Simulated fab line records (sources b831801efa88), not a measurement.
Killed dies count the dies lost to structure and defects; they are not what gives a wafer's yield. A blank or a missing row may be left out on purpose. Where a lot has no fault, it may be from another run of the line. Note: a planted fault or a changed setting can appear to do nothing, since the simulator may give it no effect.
fab line records ; flow sfq_line
record lots=6; wafers=16; last_day=87
route steps=325 shown L0@12 L0V@16
lots with no fault: from the same line, run without faults
start_h: hours from the record's opening day to when the first of the lot's shown wafers began ; wait_h: how many hours have passed since the lot's step before this one ; " repeats the value in the row above ; L1.1+2: a row that stands for several wafers ; - either no value or no given start ; * or withheld: withheld ; < > ~ a bound
route shown NAME@n: a module of which the file shows steps, and the number in the route of the first ; usual: the fault-free wafers' mean and standard deviation ; same: alike in all rows ; chamber/n: place in a boat ; sites: each site's reading ; _std_site: standard deviation across them ; _edge_site: inner sites' mean taken away from outer sites' mean ; radius_mm: for every site, how far away it sits from the centre of the wafer ; mask NAME#n: copy n ; behind: tool/chamber where the wafer was last shaped ; hold: why the lot went on hold/how many hours it stayed there/how the hold came to an end ; device: names the non-switching transistor (n, p or np) ; end of line: at the end of the route, the tests of the same wafers ; a step given without rows: its recipe and nothing more ; killed: dies that structure and defects cost at the first sort, which is not the same as the wafer's yield ; map: dies across one wafer; x = killed, . = not, _ = none there
set.NAME: the run value of the setting; set.NAME@STEP: its run value at that earlier step ; model.NAME: the simulator's own value behind a step, which no gauge read
lots at selected steps of the route; one table per step, one row per wafer
services: from which hour (start_h, from the record's first day; less than 0 if before it) a tool's chamber was out of use, for how many hours, and why
## steps
# step SFQ_TRILAYER_L0_BARC_OPEN_METAL_ETCH_010
# recipe mask_material=PR; chemistry=O2; target_depth_nm=125; target=BARC; icp_w=600; bias_w=80; pressure_mtorr=10; time_s=41.7
# usual chamber_pressure_mTorr=10.001/0.0084; drypump_motor_current_A=5.30/0.28; oes_product_au=0.685/0.0047
lot.wafer;tool;chamber;start_h;wait_h;chamber_pressure_mTorr;drypump_motor_current_A;oes_product_au;rf_hours_counter_h
L657.1;rie_metal-01;0;37.84;0.1;9.996;5.33;0.687;52
L657.3;rie_metal-01;1;37.84;0.1;10.000;5.37;0.688;-
L657.5;rie_metal-01;0;37.84;0.1;9.999;5.36;0.681;-
L663.4;rie_metal-01;0;70.48;0.1;10.010;5.35;0.686;-
L663.5;rie_metal-01;0;70.48;0.1;9.993;5.33;0.687;-
L663.6;rie_metal-01;1;70.48;0.1;9.987;5.40;0.681;-
L668.6;rie_metal-01;0;96.45;0.0;10.015;5.35;0.696;-
L670.2;rie_metal-04;1;104.81;0.1;10.004;5.45;0.690;3
L670.5;rie_metal-04;0;104.81;0.1;10.013;4.88;0.688;-
L670.6;rie_metal-04;1;104.81;0.1;9.996;5.47;0.682;-
L673.4;rie_metal-04;0;116.83;0.1;9.998;4.85;0.689;-
L673.5;rie_metal-04;1;116.83;0.1;10.012;5.46;0.683;-
L673.6;rie_metal-04;0;116.83;0.1;10.003;4.87;0.686;-
L680.4;rie_metal-02;1;152.89;0.1;10.009;5.69;0.682;-
L680.5;rie_metal-02;1;152.89;0.1;9.996;5.68;0.689;-
L680.6;rie_metal-02;0;152.89;0.1;10.004;5.46;0.694;-
# step SFQ_TRILAYER_L0_ETCH_METAL_ETCH_008
# recipe target=MoNx_KI; stop_on=SiO2; mask_material=PR; chemistry=SF6/O2; target_depth_nm=50; icp_w=600; bias_w=80; pressure_mtorr=10; time_s=25
# usual chamber_pressure_mTorr=9.999/0.0092; drypump_motor_current_A=5.30/0.27; oes_product_au=0.872/0.007
lot.wafer;tool;chamber;start_h;wait_h;chamber_pressure_mTorr;drypump_motor_current_A;oes_product_au;rf_hours_counter_h
L657.1;rie_metal-01;0;37.90;0.0;9.997;5.34;0.862;52
L657.3;rie_metal-01;1;37.90;0.0;9.996;5.38;0.873;-
L657.5;rie_metal-01;0;37.90;0.0;9.990;5.33;0.863;-
L663.4;rie_metal-01;0;70.54;0.0;10.003;5.32;0.873;-
L663.5;rie_metal-01;0;70.54;0.0;10.007;5.35;0.873;-
L663.6;rie_metal-01;1;70.54;0.0;9.998;5.38;0.863;-
L668.6;rie_metal-01;0;96.50;0.0;10.007;5.38;0.873;-
L670.2;rie_metal-04;1;104.87;0.0;9.971;5.46;0.880;3
L670.5;rie_metal-04;0;104.87;0.0;10.004;4.87;0.879;-
L670.6;rie_metal-04;1;104.87;0.0;10.005;5.44;0.881;-
L673.4;rie_metal-04;0;116.89;0.0;10.012;4.89;0.873;-
L673.5;rie_metal-04;1;116.89;0.0;10.010;5.44;0.865;-
L673.6;rie_metal-04;0;116.89;0.0;9.994;4.90;0.864;-
L680.4;rie_metal-02;1;152.94;0.0;10.006;5.66;0.876;-
L680.5;rie_metal-02;1;152.94;0.0;10.012;5.71;0.864;-
L680.6;rie_metal-02;0;152.94;0.0;10.007;5.49;0.871;-
# step SFQ_TRILAYER_L0_STRIP_STRIP_009
# recipe gas=O2; power_w=200; platen_temp_c=40; overash_fraction=0.65; chemistry=O2; pressure_mtorr=50
# usual chamber_pressure_mTorr=50.00/0.045; drypump_motor_current_A=5.30/0.28; oes_product_au=0.998/0.0085
lot.wafer;tool;chamber;start_h;wait_h;chamber_pressure_mTorr;drypump_motor_current_A;oes_product_au;rf_hours_counter_h
L657.1;rie_metal-01;0;37.95;0.0;50.01;5.37;1.005;52
L657.3;rie_metal-01;1;37.95;0.0;49.95;5.39;0.996;-
L657.5;rie_metal-01;0;37.95;0.0;49.96;5.33;1.004;-
L663.4;rie_metal-01;0;70.77;0.2;49.98;5.32;1.004;-
L663.5;rie_metal-01;0;70.77;0.2;49.92;5.33;0.995;-
L663.6;rie_metal-01;1;70.77;0.2;49.96;5.39;1.016;-
L668.6;rie_metal-01;0;96.92;0.4;50.02;5.36;0.993;-
L670.2;rie_metal-04;1;104.92;0.0;50.01;5.45;1.001;4
L670.5;rie_metal-04;0;104.92;0.0;49.95;4.86;1.007;-
L670.6;rie_metal-04;1;104.92;0.0;50.02;5.45;1.010;-
L673.4;rie_metal-04;0;117.12;0.2;50.01;4.87;1.001;-
L673.5;rie_metal-04;1;117.12;0.2;50.02;5.44;0.991;-
L673.6;rie_metal-04;0;117.12;0.2;50.04;4.89;1.005;-
L680.4;rie_metal-02;1;153.17;0.2;50.06;5.71;0.997;-
L680.5;rie_metal-02;1;153.17;0.2;49.96;5.74;1.005;-
L680.6;rie_metal-02;0;153.17;0.2;50.05;5.46;0.994;-
# step SFQ_TRILAYER_L0_STRIP_SOLV_CLEAN_010
# recipe chemistry=NMP; temp_c=70; time_s=600
# step SFQ_TRILAYER_L0_CAP_PECVD_011
# recipe material=SiO2; temp_c=150; time_s=13.333; pressure_torr=2.4; rf_w=183.3; precursor=SiH4/N2O; target_thk_nm=60
# usual heater_power_outer_w=33/14; heater_power_w=91/21; throttle_valve_pct=24.6/1.3
lot.wafer;tool;chamber;start_h;wait_h;heater_power_outer_w;heater_power_w;since_wet_clean_h;throttle_valve_pct
L657.1;pecvd-03;0;38.72;0.0;38;96;200;22.9
L657.3;pecvd-03;2;38.72;0.0;64;132;200;22.2
L657.5;pecvd-03;0;38.72;0.0;39;96;-;23.0
L663.4;pecvd-02;1;71.35;0.0;24;76;-;24.9
L663.5;pecvd-02;2;71.35;0.0;17;69;-;25.4
L663.6;pecvd-02;1;71.35;0.0;26;77;-;24.6
L668.6;pecvd-04;1;97.30;0.0;36;103;-;24.3
L670.2;pecvd-02;0;105.69;0.0;25;76;1020;24.6
L670.5;pecvd-02;2;105.69;0.0;21;74;-;25.4
L670.6;pecvd-02;0;105.69;0.0;25;75;-;24.7
L673.4;pecvd-04;1;117.70;0.0;28;93;-;24.3
L673.5;pecvd-04;2;117.70;0.0;56;142;-;26.6
L673.6;pecvd-04;0;117.70;0.0;36;102;-;27.1
L680.4;pecvd-04;2;153.76;0.0;58;138;-;26.9
L680.5;pecvd-04;0;153.76;0.0;29;94;-;27.0
L680.6;pecvd-04;1;153.76;0.0;37;106;-;24.5
# step SFQ_TRILAYER_L0_VIA_LITHO_COAT_018
# recipe resist=BARC; spin_rpm=3000; resist_thk_nm=62
# step SFQ_TRILAYER_L0_VIA_LITHO_COAT_013
# recipe resist=KrF; spin_rpm=3000; resist_thk_nm=650
# step SFQ_TRILAYER_L0_VIA_LITHO_SOFTBAKE_017
# recipe temp_c=withheld; time_s=withheld; resist=KrF
# step SFQ_TRILAYER_L0_VIA_LITHO_EXPOSE_014
# recipe mask_id=L0V; na=0.6; source_shape=conventional; sigma_outer=0.65; target_cd_nm=700; dose_mj=21.3
# step SFQ_TRILAYER_L0_VIA_LITHO_PEB_016
# recipe peb_temp_c=115; peb_time_s=60; resist=KrF
# step SFQ_TRILAYER_L0_VIA_LITHO_DEVELOP_015
# recipe time_s=60; resist=KrF
# step SFQ_L0V_OVL_MEAS_903
# usual L0V_OVL=3/4.7
lot.wafer;tool;chamber;start_h;wait_h;L0V_OVL[nm]
L657.1;overlay-01;-;68.06;0.1;4
L657.3;overlay-01;-;68.06;0.1;5
L657.5;overlay-01;-;68.06;0.1;4
L663.4;overlay-01;-;98.83;0.1;2
L663.5;overlay-01;-;98.83;0.1;1
L663.6;overlay-01;-;98.83;0.1;-3
L668.6;overlay-02;-;118.04;0.0;5
L670.2;overlay-02;-;132.47;0.1;9
L670.5;overlay-02;-;132.47;0.1;9
L670.6;overlay-02;-;132.47;0.1;5
L673.4;overlay-01;-;143.29;0.1;6
L673.5;overlay-01;-;143.29;0.1;11
L673.6;overlay-01;-;143.29;0.1;4
L680.4;overlay-02;-;175.69;0.1;1
L680.5;overlay-02;-;175.69;0.1;7
L680.6;overlay-02;-;175.69;0.1;3
# step SFQ_TRILAYER_L0_VIA_BARC_OPEN_VIA_ETCH_021
# recipe mask_material=PR; chemistry=O2; target_depth_nm=125; target=BARC; source_w=500; bias_w=80; pressure_mtorr=30; time_s=41.7
# usual chamber_pressure_mTorr=30.003/0.025; drypump_motor_current_A=5.8/0.52; oes_product_au=0.685/0.0047
lot.wafer;tool;chamber;start_h;wait_h;chamber_pressure_mTorr;drypump_motor_current_A;oes_product_au;rf_hours_counter_h;model.KrF_of_TRILAYER_L0_VIA_LITHO_COAT_013.thk_nm
L657.1;rie_diel-04;2;68.10;0.0;29.994;6.2;0.684;5;574.3
L657.3;rie_diel-04;0;68.10;0.0;29.997;6.6;0.684;153;575.9
L657.5;rie_diel-04;0;68.10;0.0;30.025;6.5;0.699;-;576.8
L663.4;rie_diel-04;0;98.85;0.0;30.016;6.6;0.686;154;570
L663.5;rie_diel-04;2;98.85;0.0;30.006;6.2;0.686;-;571.6
L663.6;rie_diel-04;1;98.85;0.0;29.979;5.7;0.688;-;587.4
L668.6;rie_diel-04;1;118.07;0.0;29.965;5.7;0.680;-;592.1
L670.2;rie_diel-02;0;132.50;0.0;30.013;5.8;0.691;43;574.7
L670.5;rie_diel-02;2;132.50;0.0;29.981;6.0;0.689;-;570.8
L670.6;rie_diel-02;1;132.50;0.0;30.012;5.4;0.678;-;571.8
L673.4;rie_diel-03;1;143.30;0.0;29.973;6.5;0.684;127;575.7
L673.5;rie_diel-03;3;143.30;0.0;29.961;4.8;0.674;-;575
L673.6;rie_diel-03;0;143.30;0.0;30.062;5.7;0.677;-;575.2
L680.4;rie_diel-03;1;175.70;0.0;29.992;6.5;0.686;128;572.6
L680.5;rie_diel-03;1;175.70;0.0;30.017;6.5;0.692;-;573.4
L680.6;rie_diel-03;0;175.70;0.0;29.966;5.8;0.684;-;572.8
# step SFQ_TRILAYER_L0_VIA_ETCH_VIA_ETCH_016
# recipe target=SiO2; stop_on=MoNx_KI; mask_material=PR; chemistry=CHF3; target_depth_nm=80; source_w=500; bias_w=80; pressure_mtorr=30; time_s=withheld
# usual chamber_pressure_mTorr=29.998/0.025; drypump_motor_current_A=5.8/0.52; oes_product_au=0.843/0.0077
lot.wafer;tool;chamber;start_h;wait_h;chamber_pressure_mTorr;drypump_motor_current_A;oes_product_au;model.KrF_of_TRILAYER_L0_VIA_LITHO_COAT_013.thk_nm
L657.1;rie_diel-04;2;68.14;0.0;30.012;6.2;0.838;560.4
L657.3;rie_diel-04;0;68.14;0.0;29.979;6.5;0.841;562.1
L657.5;rie_diel-04;0;68.14;0.0;30.009;6.5;0.845;563.1
L663.4;rie_diel-04;0;98.89;0.0;30.037;6.6;0.845;556.3
L663.5;rie_diel-04;2;98.89;0.0;29.961;6.2;0.835;557.7
L663.6;rie_diel-04;1;98.89;0.0;30.044;5.7;0.853;573.7
L668.6;rie_diel-04;1;118.11;0.0;29.989;5.7;0.844;578.4
L670.2;rie_diel-02;0;132.54;0.0;30.010;5.8;0.847;560.9
L670.5;rie_diel-02;2;132.54;0.0;29.968;6.0;0.852;557
L670.6;rie_diel-02;1;132.54;0.0;29.993;5.4;0.849;558
L673.4;rie_diel-03;1;143.34;0.0;29.949;6.5;0.851;561.8
L673.5;rie_diel-03;3;143.34;0.0;29.980;4.8;0.840;561.2
L673.6;rie_diel-03;0;143.34;0.0;29.975;5.7;0.850;561.2
L680.4;rie_diel-03;1;175.74;0.0;29.961;6.6;0.840;558.7
L680.5;rie_diel-03;1;175.74;0.0;30.017;6.5;0.851;559.2
L680.6;rie_diel-03;0;175.74;0.0;30.009;5.8;0.844;558.6
# step SFQ_TRILAYER_L0_VIA_STRIP_STRIP_017
# recipe gas=O2; power_w=200; platen_temp_c=40; overash_fraction=0.65; chemistry=O2; pressure_mtorr=50
# usual chamber_pressure_mTorr=50.00/0.044; drypump_motor_current_A=5.5/0.39; oes_product_au=0.999/0.0083
lot.wafer;tool;chamber;start_h;wait_h;chamber_pressure_mTorr;drypump_motor_current_A;oes_product_au;rf_hours_counter_h
L657.1;rie_metal-01;1;68.18;-;50.01;5.4;1.003;0
L657.3;rie_metal-01;1;68.18;-;49.96;5.4;1.016;-
L657.5;rie_metal-01;1;68.18;-;50.05;5.4;1.000;-
L663.4;rie_metal-01;1;99.13;-;50.00;5.4;1.010;-
L663.5;rie_metal-01;1;99.13;-;50.00;5.4;1.003;-
L663.6;rie_metal-01;0;99.13;-;49.96;5.4;0.997;-
L668.6;rie_metal-03;1;118.53;-;50.06;6.4;0.994;-
L670.2;rie_metal-03;1;132.59;-;49.91;6.4;1.001;181
L670.5;rie_metal-03;0;132.59;-;50.05;5.1;1.002;-
L670.6;rie_metal-03;1;132.59;-;49.95;6.4;0.988;-
L673.4;rie_metal-02;0;143.59;-;49.98;5.5;0.989;-
L673.5;rie_metal-02;1;143.59;-;49.98;5.7;0.998;-
L673.6;rie_metal-02;0;143.59;-;50.07;5.5;0.981;-
L680.4;rie_metal-02;0;175.99;-;50.01;5.5;0.984;-
L680.5;rie_metal-02;0;175.99;-;49.99;5.5;0.986;-
L680.6;rie_metal-02;1;175.99;-;49.94;5.7;1.003;-
## services
tool;chamber;start_h;hours;kind
rie_diel-02;3;17.87;8.6;repair
rie_metal-01;-;24.26;2.8;pm
rie_diel-02;0;42.35;1.4;repair
pecvd-02;0;52.47;50.7;repair
rie_metal-01;1;52.75;-;clean
rie_metal-01;1;52.75;-;consumable_replace:focus_ring
rie_metal-01;1;52.75;13.2;scheduled_down
rie_metal-01;1;52.75;13.2;vent_cycle
rie_metal-03;0;52.97;-;clean
rie_diel-04;3;59.46;20.9;repair
rie_metal-04;1;60.81;-;clean
rie_metal-04;1;60.81;-;consumable_replace:focus_ring
rie_metal-04;1;60.81;21.6;scheduled_down
rie_metal-04;1;60.81;21.6;vent_cycle
rie_metal-03;-;67.12;2.8;pm
pecvd-04;2;69.74;10.4;repair
rie_diel-04;2;81.73;3.1;repair
rie_diel-03;1;88.09;4.1;repair
rie_metal-03;-;113.25;3.7;repair
rie_diel-02;3;118.47;4.0;repair
rie_diel-02;1;133.13;2.5;repair
pecvd-02;2;163.26;6.8;repair
pecvd-03;1;166.25;3.7;repair
pecvd-02;1;166.42;5.1;repair
## key
first_sign none at tools or gauges
model_effect step=SFQ_TRILAYER_L0_VIA_BARC_OPEN_VIA_ETCH_021; value=KrF_of_TRILAYER_L0_VIA_LITHO_COAT_013.thk_nm; without=572.2; struck=589.7
model_effect step=SFQ_TRILAYER_L0_VIA_ETCH_VIA_ETCH_016; value=KrF_of_TRILAYER_L0_VIA_LITHO_COAT_013.thk_nm; without=558.5; struck=576.1
met_at SFQ_TRILAYER_L0_VIA_BARC_OPEN_VIA_ETCH_021
struck_wafers L663.6,L668.6
rows_end L668.6
fault kind=process_parameter_drift; tool=rie_diel-04; chamber=1; onset_h=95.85; steps=SFQ_TRILAYER_L0_VIA_BARC_OPEN_VIA_ETCH_021; channel=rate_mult; offset=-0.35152; shape=step; end_h=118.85
# rows_end: these wafers met a further fault down the route, and their rows from its step on are left out
